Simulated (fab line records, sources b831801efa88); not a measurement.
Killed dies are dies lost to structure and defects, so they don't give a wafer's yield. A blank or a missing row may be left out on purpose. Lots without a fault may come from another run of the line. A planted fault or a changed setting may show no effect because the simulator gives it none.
Split-lot experiment | flow gf180mcu | 5 lots, 23 wafers read, on a route of 602 steps

THE SPLIT
At GF_LVPWELL_IMPLANT_08, the setting energy_kev was moved away from the recipe's 170 on 8 of the 23 wafers read, by -8.1% to +8.8%. The other wafers ran this setting at the recipe's value.

The reading is taken at the split's own step.

THE READING
implant.drp_nm (the simulator's own value, which no gauge read), in nm, at GF_LVPWELL_IMPLANT_08. The file gives no usual value for it.

wafer  | tool, chamber at the split | energy_kev as run | against the recipe | implant.drp_nm, nm | against lot-mates on the recipe
L074.3 | implanter-02, 0            | 170               | recipe             | 102.4              | -
L074.4 | implanter-02, 0            | 170               | recipe             | 102.4              | -
L074.5 | implanter-02, 0            | 170               | recipe             | 102.4              | -
L079.1 | implanter-04, 0            | 156.2             | -8.1%              | 99.18              | -3.22
L079.5 | implanter-04, 0            | 156.2             | -8.1%              | 99.18              | -3.22
L079.6 | implanter-04, 0            | 156.2             | -8.1%              | 99.18              | -3.22
L079.3 | implanter-04, 0            | 170               | recipe             | 102.4              | -
L079.4 | implanter-04, 0            | 170               | recipe             | 102.4              | -
L080.1 | implanter-02, 0            | 170               | recipe             | 102.4              | -
L080.5 | implanter-02, 0            | 170               | recipe             | 102.4              | -
L080.6 | implanter-02, 0            | 170               | recipe             | 102.4              | -
L080.2 | implanter-02, 0            | 182.9             | +7.6%              | 104.6              | +2.20
L080.3 | implanter-02, 0            | 182.9             | +7.6%              | 104.6              | +2.20
L081.1 | implanter-04, 0            | 185               | +8.8%              | 105.1              | +2.70
L081.3 | implanter-04, 0            | 185               | +8.8%              | 105.1              | +2.70
L081.4 | implanter-04, 0            | 185               | +8.8%              | 105.1              | +2.70
L081.5 | implanter-04, 0            | 170               | recipe             | 102.4              | -
L081.6 | implanter-04, 0            | 170               | recipe             | 102.4              | -
L082.2 | implanter-04, 0            | 170               | recipe             | 102.4              | -
L082.3 | implanter-04, 0            | 170               | recipe             | 102.4              | -
L082.4 | implanter-04, 0            | 170               | recipe             | 102.4              | -
L082.5 | implanter-04, 0            | 170               | recipe             | 102.4              | -
L082.6 | implanter-04, 0            | 170               | recipe             | 102.4              | -

THE FIT
A straight line over all 23 wafers: implant.drp_nm changes by +0.34 nm for each +1% of energy_kev; r = +0.99; the points scatter about the line by 0.19 nm.
The same after taking each lot's own level away (the mean of its wafers on the recipe; 23 wafers): +0.34 nm for each +1%; r = +0.99; scatter 0.19 nm.
On that fit, the largest move of energy_kev shifts the reading by 3 nm.
The lots' own levels span 102.400 to 102.400 nm.
So the lot-to-lot level changes the slope little: the two slopes agree.
Check: with one of the wafers moved furthest among these (+8.8%) left out of the fit, the line predicts +2.9 nm for it against its lot-mates. It came out at +2.7 nm against them.

OTHER SPLITS ON THESE WAFERS
These wafers also went through other splits before the reading. Each is held against what the fit with the lots' levels taken away leaves over:
other split on the same wafers | wafers away from the commonest value | r with implant.drp_nm (lot level and that fit taken away)
GF_STI_CVD_03 time_s           | 18                                   | +0.23
GF_STI_ETCH_13 over_etch_frac  | 11                                   | -0.13
GF_STI_CVD_23 sih4_flow_sccm   | 7                                    | -0.11
GF_NWELL_EXPOSE_04 dose_mj     | 9                                    | -0.26
GF_NWELL_IMPLANT_08 dose_cm2   | 7                                    | +0.00

THE WHOLE CHAIN: every reading that the file lists as answering this split, in the file's order
step                  | what it does | reading                                                         | change (the file's fit)               | r (the file's)
GF_LVPWELL_IMPLANT_08 |              | implant.rp_nm (the simulator's own value, which no gauge read)  | +3.69 nm for each +1% of the setting  | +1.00
GF_LVPWELL_IMPLANT_08 |              | implant.drp_nm (the simulator's own value, which no gauge read) | +0.333 nm for each +1% of the setting | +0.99

THE FILE'S OWN FIT
implant.drp_nm changes by +0.333 nm for each +1% of energy_kev, r = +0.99.
